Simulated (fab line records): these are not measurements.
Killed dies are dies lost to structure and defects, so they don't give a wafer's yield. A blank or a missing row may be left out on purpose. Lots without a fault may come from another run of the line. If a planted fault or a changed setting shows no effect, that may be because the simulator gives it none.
Chamber matching    flow sky130    4 sister chambers for SKY_VIA1_CMP_02 on cmp-02
The step polishes SiO2. 8 wafers are shown with their chamber, then 8 later ones without.

WAFERS, EACH WITH ITS CHAMBER
wafer   chamber  motor_current_A (A)
L914.5  2        9.9
L915.5  0        13.1
L918.2  1        11.3
L918.6  1        11.3
L920.2  3        10.7
L920.4  2        10.1
L920.5  3        11.9
L922.3  0        12.9

WAFERS MISSING THEIR CHAMBER
wafer   motor_current_A (A)
L922.5  11.7
L922.6  13.2
L930.1  13.4
L930.3  9.6
L930.5  11.9
L934.1  10.1
L934.2  11.3
L934.6  9.8

WHICH CHAMBER EACH ONE RAN IN
wafer   from the rows above           in truth
L922.5  can't be placed: 1 or 3       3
L922.6  0                             0
L930.1  0                             0
L930.3  2                             2
L930.5  can't be placed: 1 or 3 or 0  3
L934.1  2                             2
L934.2  can't be placed: 1 or 3       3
L934.6  2                             2
Correctly placed: 5 of 8. Cannot be placed on the basis of these rows: 3; the candidates contain the true chamber in 3. Placed wrongly: 0.
How it was worked out, from the rows above alone: a wafer's distance from a chamber is the root of the sum, over the readings, of the square of ((its reading less the chamber's mean) divided by the reading's scatter). The wafer belongs to the nearest chamber; if the next one is less than 2 further off, it can't be placed. The mean given for a chamber averages the wafers shown for that chamber. The scatter: take each reading less its chamber's mean, square it, sum over the shown wafers, divide by the number of wafers less the number of chambers, and take the root.
